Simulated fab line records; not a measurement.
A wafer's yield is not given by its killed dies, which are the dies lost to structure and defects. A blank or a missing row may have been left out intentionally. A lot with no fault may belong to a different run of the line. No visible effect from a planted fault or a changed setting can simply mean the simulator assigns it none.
Chamber matching ; flow sfq line ; SFQ_TRILAYER_I6_CMP_CMP_166 on cmp-01: 4 sister chambers
The step polishes SiO2. 16 wafers are shown with their chamber, then 8 later ones without.

WAFERS WITH THEIR CHAMBER
wafer;chamber;time to endpoint s (s);motor current A (A)
L810.2;1;214;10.3
L810.5;0;232;10.8
L810.6;1;237;10.6
L811.2;2;213;10.2
L811.5;3;211;11.2
L811.6;2;219;11.1
L813.1;3;213;10.7
L813.2;2;220;10.9
L813.3;0;221;10.6
L814.1;2;210;10.4
L814.4;0;212;10.6
L814.6;2;219;10.8
L817.1;2;223;10.7
L817.5;2;230;10.5
L817.6;1;221;10.9
L818.1;3;206;11.1

SIGNATURES, as means of the wafers listed above
reading;chamber 0;chamber 1;chamber 2;chamber 3;scatter within a chamber
time to endpoint s;221.67;224.00;219.14;210.00;7.96
motor current A;10.667;10.600;10.657;11.000;0.277
Rule: distance of a wafer from a chamber = root of the sum over the readings of ((wafer's reading minus chamber's mean) / reading's scatter) squared. The wafer belongs to the nearest chamber; if the next one is less than 2 further off, it can't be placed. The scatter: take each reading less its chamber's mean, square it, sum over the shown wafers, divide by the number of wafers less the number of chambers, and take the root.

WAFERS WITH NO CHAMBER GIVEN
wafer;time to endpoint s (s);motor current A (A)
L818.4;217;10.7
L818.6;222;10.2
L821.2;210;10.5
L821.3;201;10.3
L821.6;209;10.7
L822.1;212;10.8
L822.3;205;11.5
L822.6;214;10.5

EACH ONE'S CHAMBER
wafer;from the rows above;in truth
L818.4;can't be placed: 2 or 0 or 1 or 3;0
L818.6;can't be placed: 1 or 0 or 2 or 3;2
L821.2;can't be placed: 2 or 0 or 1 or 3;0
L821.3;can't be placed: 2 or 3 or 0 or 1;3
L821.6;can't be placed: 3 or 2 or 0 or 1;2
L822.1;can't be placed: 3 or 2 or 0 or 1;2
L822.3;can't be placed: 3 or 2 or 0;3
L822.6;can't be placed: 2 or 0 or 1 or 3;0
Correctly placed: 0 of 8. Not placeable from these rows: 8 (in 8, the candidates include the true chamber). Wrongly placed: 0.
